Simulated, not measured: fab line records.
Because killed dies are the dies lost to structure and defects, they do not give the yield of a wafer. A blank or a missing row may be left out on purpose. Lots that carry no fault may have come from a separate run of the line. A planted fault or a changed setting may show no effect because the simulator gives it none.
Check for tools in common -- flow gf180mcu -- 14 lots, 42 wafers sampled

## WHAT PROMPTED THE OPENING
GF_MVSD_OVL_MEAS_07, reading MVSD_OVL: flagged on 4 of 14 lots. Wafers without a fault read 0.5 nm, standard deviation 1.2.
Rule: a lot is flagged in two cases, either no wafer of it has a number, or all its wafers with numbers fall more than 4 standard deviations from that mean. The rest of the lots are taken to be sound.

lot,measured,on,"MVSD_OVL (nm), wafer by wafer",flag
L932,day 4 11:20,overlay-02,1.4 0.2 1.1,
L933,day 4 16:28,overlay-02,1.0 1.3 2.3,
L935,day 5 03:13,overlay-01,0.1 0.2 0.6,
L939,day 6 01:52,overlay-02,0.2 0.7 0.3,
L941,day 6 22:37,overlay-02,0.7 3.2 2.1,
L942,day 6 22:39,overlay-01,-2.1 -0.6 -1.8,
L943,day 7 02:50,overlay-01,-1.6 -0.8 -2.2,
L944,day 7 06:20,overlay-01,-87.2 -86.2 -84.7,FLAGGED
L945,day 7 19:23,overlay-02,-87.5 -86.6 -86.0,FLAGGED
L946,day 7 20:19,overlay-01,-84.2 -86.2 -86.2,FLAGGED
L947,day 8 02:19,overlay-01,-87.5 -85.9 -86.1,FLAGGED
L949,day 8 14:55,overlay-01,0.6 0.7 0.5,
L953,day 9 13:13,overlay-02,1.7 1.2 0.9,
L954,day 9 19:28,overlay-02,0.8 -0.3 0.6,
Average over the flagged lots: -86.2 nm; offset from the usual -86.7 nm, equal to -72 standard deviations.

## EACH LOT AND THE TOOL IT RAN ON
The record holds 1 process step before the reading, out of a route of 602 steps. Every cell lists first the tool, next ch and the chambers used by the sampled wafers, and last the start.
lot,flag,GF_MVSD_EXPOSE_04
L932,,"iline_stepper-02 ch 0, day 4 04:50"
L933,,"iline_stepper-01 ch 0, day 4 10:01"
L935,,"iline_stepper-01 ch 0, day 4 20:20"
L939,,"iline_stepper-01 ch 0, day 5 18:43"
L941,,"iline_stepper-01 ch 0, day 6 14:39"
L942,,"iline_stepper-01 ch 0, day 6 15:11"
L943,,"iline_stepper-01 ch 0, day 6 19:11"
L944,FLAGGED,"iline_stepper-01 ch 0, day 6 23:17"
L945,FLAGGED,"iline_stepper-01 ch 0, day 7 11:23"
L946,FLAGGED,"iline_stepper-01 ch 0, day 7 12:23"
L947,FLAGGED,"iline_stepper-01 ch 0, day 7 18:50"
L949,,"iline_stepper-02 ch 0, day 8 06:58"
L953,,"iline_stepper-02 ch 0, day 9 04:49"
L954,,"iline_stepper-02 ch 0, day 9 10:47"
What the steps here do:
- GF_MVSD_EXPOSE_04: exposes mask MVSD, target cd 1000 nm.
- GF_MVSD_OVL_MEAS_07

## FLAGGED AGAINST TOTAL, ONE TOOL AT A TIME (gauges that did the reading follow at the end)
step,tool,lots run,flagged,share of the flagged lots,sound lots run after its first flagged lot
GF_MVSD_EXPOSE_04,iline_stepper-01,10,4,all,0
GF_MVSD_EXPOSE_04,iline_stepper-02,4,0,none,-
GF_MVSD_OVL_MEAS_07,overlay-01,7,3,some,1 (L949)
GF_MVSD_OVL_MEAS_07,overlay-02,7,1,some,"2 (L953,L954)"

## THE TABLE: WHAT IT ALLOWS
1 row of the table ran every flagged lot: iline_stepper-01 at GF_MVSD_EXPOSE_04.
- iline_stepper-01 at GF_MVSD_EXPOSE_04 ran 10 lots, 4 of them flagged. Its last sound lot is L943 (day 6 19:11), its first flagged lot L944 (day 6 23:17): a fault that began between those two fits.
What remains is a single tool, iline_stepper-01 at GF_MVSD_EXPOSE_04.

## WHAT THE SIMULATOR PUT IN
Scanner matching overlay: iline_stepper-01, from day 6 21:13 on, at GF_MVSD_EXPOSE_04. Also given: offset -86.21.
Lots struck among those shown: L944, L945, L946, L947. Same finding as the rule above.
